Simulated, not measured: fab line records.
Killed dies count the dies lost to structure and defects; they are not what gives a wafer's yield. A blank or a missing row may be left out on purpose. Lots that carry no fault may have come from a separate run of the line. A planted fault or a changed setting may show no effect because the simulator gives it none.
The tool behind it: which one?	flow gf180mcu	13 lots with 39 wafers sampled at 3 steps, on a route of 602 steps

## WHAT THE GAUGES READ, wafer by wafer
GF_DNWELL_TW_MEAS_09. Usual: DNWELL_TW 1355, standard deviation 17.
lot	measured	on	DNWELL_TW	flag
L315	day 2 23:56	film-metro-04	1360 1354 1356	
L318	day 3 10:44	film-metro-04	1343 1351 1354	
L319	day 3 18:53	film-metro-02	1334 1331 1341	
L320	day 3 23:16	film-metro-02	1331 1330 1331	
L321	day 4 02:43	film-metro-03	1381 1384 1381	
L322	day 4 07:20	film-metro-04	1337 1337 1341	
L323	day 4 12:37	film-metro-03	1366 1367 1372	
L326	day 5 04:49	film-metro-03	1358 1350 1359	
L327	day 5 10:56	film-metro-03	1374 1377 1363	
L328	day 5 18:16	film-metro-03	1365 1371 1370	
L329	day 6 00:55	film-metro-02	1322 1326 1325	
L337	day 7 19:43	film-metro-02	1334 1341 1347	
L338	day 7 21:19	film-metro-03	1388 1381 1376	

GF_VT_IMPLANT_RS_MEAS_47: a four-point-probe measurement. Usual: NWELL_RS 487.5 ohm/sq, standard deviation 1.1.
lot	measured	on	NWELL_RS (ohm/sq)	flag
L315	day 7 21:03	film-metro-01	486.7 488.0 487.2	
L318	day 8 08:55	film-metro-02	486.7 486.1 487.5	
L319	day 8 19:31	film-metro-02	486.6 484.8 485.3	
L320	day 8 23:53	film-metro-04	485.9 487.9 486.9	
L321	day 9 06:08	film-metro-01	487.6 488.4 489.0	
L322	day 9 10:22	film-metro-01	487.5 488.9 488.4	
L323	day 9 16:35	film-metro-02	488.7 489.8 488.3	
L326	day 10 15:29	film-metro-04	487.2 486.8 486.3	
L327	day 10 21:33	film-metro-02	487.6 487.8 486.5	
L328	day 11 07:30	film-metro-01	485.6 486.2 485.2	
L329	day 11 16:38	film-metro-02	487.0 487.1 488.9	
L337	day 13 23:53	film-metro-01	496.2 497.2 496.2	OFF
L338	day 14 01:58	film-metro-01	496.1 496.2 496.2	OFF

## TOOL THAT RAN EACH LOT (tool first, then ch and the chambers of the sampled wafers, then the start)
lot	GF_NWELL_IMPLANT_09
L315	implanter-04 ch 0, day 3 12:35
L318	implanter-04 ch 0, day 4 00:11
L319	implanter-03 ch 0, day 4 08:20
L320	implanter-04 ch 0, day 4 12:54
L321	implanter-03 ch 0, day 4 16:00
L322	implanter-03 ch 0, day 4 21:12
L323	implanter-03 ch 0, day 5 02:36
L326	implanter-04 ch 0, day 5 19:48
L327	implanter-04 ch 0, day 6 01:14
L328	implanter-04 ch 0, day 6 09:16
L329	implanter-03 ch 0, day 6 15:40
L337	implanter-04 ch 0, day 8 12:19
L338	implanter-04 ch 0, day 8 13:47
- GF_NWELL_IMPLANT_09

## AS READ BY THE TOOLS THEMSELVES (means over the sampled wafers that have a number; for cases with no such wafer, the mark the record gives instead)
GF_NWELL_IMPLANT_09. Usual: dose-ions-cm2 4e+12, standard deviation 4.2e+09; faraday-current-uA 22.5, standard deviation 0.45.
lot	tool	dose-ions-cm2	faraday-current-uA	flag
L315	implanter-04	4e+12	22.1	
L318	implanter-04	4e+12	22.6	
L319	implanter-03	4e+12	22.3	
L320	implanter-04	4e+12	22.8	
L321	implanter-03	4e+12	22.7	
L322	implanter-03	4e+12	22.8	
L323	implanter-03	4e+12	22.6	
L326	implanter-04	4e+12	22.4	
L327	implanter-04	4e+12	22.3	
L328	implanter-04	4e+12	22.6	
L329	implanter-03	4e+12	22.3	
L337	implanter-04	4e+12	20.0	OFF
L338	implanter-04	4e+12	19.4	OFF

## THE ANSWER, worked out from the rows above alone
Rule: a lot is off if the mean of its wafers that have a number lies more than 3 standard deviations from the usual mean. A lot without any number at a reading at which 4 lots or more have one is off too. All remaining lots with rows at the step are treated as sound. First the gauges in route order, then the tools' own readings, where a lot's mean is used as printed above. The first step at which some lot is off is used, and at that step the reading that is off furthest; a lot without a number counts as furthest.
Off: L337, L338, at GF_VT_IMPLANT_RS_MEAS_47 (NWELL_RS).
A tool fits if, at a process step before that reading, it ran every lot that is off, and no sound lot after the first of them. Not tried: the gauges at GF_VT_IMPLANT_RS_MEAS_47; whatever is off there is also off at GF_NWELL_IMPLANT_09, on other tools, and gauge error can't account for it. One candidate fits, namely implanter-04 at GF_NWELL_IMPLANT_09. A fault onset in the window from L328 (day 6 09:16, its last sound lot) to L337 (day 8 12:19, its first lot off) fits.
The tool's own readings at GF_NWELL_IMPLANT_09 bear it out: on the lots that are off they differ by more than 5 times the standard deviation of the sound lots' means. faraday-current-uA reads 19.7 there against 22.5 on the sound lots.

## WHAT HAD BEEN PUT IN BY THE SIMULATOR
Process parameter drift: implanter-04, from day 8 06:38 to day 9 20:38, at GF_NWELL_IMPLANT_09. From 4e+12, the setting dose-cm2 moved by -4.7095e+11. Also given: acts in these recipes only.
Shown lots that were struck: L337, L338. The rule above found the same.
